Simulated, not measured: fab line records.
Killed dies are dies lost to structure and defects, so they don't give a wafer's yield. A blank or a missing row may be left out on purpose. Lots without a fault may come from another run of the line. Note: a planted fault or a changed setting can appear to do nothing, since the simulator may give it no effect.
Problem report, 8D (eight disciplines) form, completed by code :: flow sky130 :: the parts of the form that need people (team, actions taken, sign-off) are left out

== 1. WHAT WENT WRONG ==
Mean of developer-temp-C at SKY_SD_P_DEVELOP_06: 22.08 C across 6 wafers in 2 lots; on wafers with no fault it is 22.99 C (standard deviation 0.099). That is -9.2 standard deviations from the usual mean.
The step: develop time 60 s.
First seen on wafer L521.2, day 32 01:05, on litho-track-04. The record holds 36 wafers of 12 lots with a number at this step. The rule behind "out" and "out of limits": a value lying over 4 standard deviations away from the usual mean. Any other wafer with a number is counted as sound.

== 2. WHAT IT IS, AND WHAT IT ISN'T ==
question: which readings at this step
is: developer-temp-C
is not: -

question: which lots
is: L521, L522
is not: L501, L503, L505, L507, L509, L510, L511, L513, L516, L524

question: which wafers of those lots
is: all that have a number
is not: -

question: read on which tools
is: litho-track-04
is not: litho-track-02, litho-track-03

question: when
is: from day 32 01:05
is not: up to then (27 sound wafers); but 3 sound wafers of L524 came after

== 3. SUSPECTS, AND WHAT RULES EACH OUT ==
Counting: a tool stays on the suspect list if, at a process step up to the reading, it processed all lots that are out and no sound lot following the first of them.
- plasma-asher-01 at SKY_POLY_GATE_STRIP_18 (strips in O2/N2): kept. All lots that are out passed through it, beginning with L521 at day 23 13:23, and no sound lot followed; its final sound lot before that point was L516 at day 21 18:56.
- plasma-asher-02 at SKY_LDD_LDN_STRIP_12 (strips in O2/N2): kept. All lots that are out passed through it, beginning with L521 at day 29 16:39, and no sound lot followed; its final sound lot before that point was L511 at day 26 16:38.
- litho-track-04 at SKY_SD_P_DEVELOP_06 (develop time 60 s): kept. All lots that are out passed through it, beginning with L521 at day 32 01:05, and no sound lot followed; its final sound lot before that point was L516 at day 30 14:52. Its own developer-temp-C readings are out on those wafers.
Left after counting: plasma-asher-01 at SKY_POLY_GATE_STRIP_18, plasma-asher-02 at SKY_LDD_LDN_STRIP_12, litho-track-04 at SKY_SD_P_DEVELOP_06.

== 4. THE CAUSE (what the simulator had put in) ==
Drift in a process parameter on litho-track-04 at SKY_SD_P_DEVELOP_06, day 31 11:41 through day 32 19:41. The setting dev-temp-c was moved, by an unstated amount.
After counting, 3 suspects remain, this tool included.

== 5. THE CHAIN OF EFFECTS, in route order ==
One row per reading whose mean, taken over the struck wafers that have a number, lies over 3 standard deviations from the usual. Scope: only readings with a usual standard deviation given in the record; hours: median across lots of the time from each lot's start at the first step in this table that gives one to its start at this step; sigmas: change in usual standard deviations.
hours: 0
step: SKY_SD_P_DEVELOP_06
reading: developer-temp-C
usual: 22.99 C
on struck wafers: 22.08
change: -0.91
sigmas: -9.2
Here are the process steps it includes:
- SKY_SD_P_DEVELOP_06: develop time 60 s.

== 6. WHAT WOULD HAVE CAUGHT IT SOONER ==
The fault began at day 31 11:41; the first out-of-limits reading in this record came at day 32 01:05, 13 hours later.
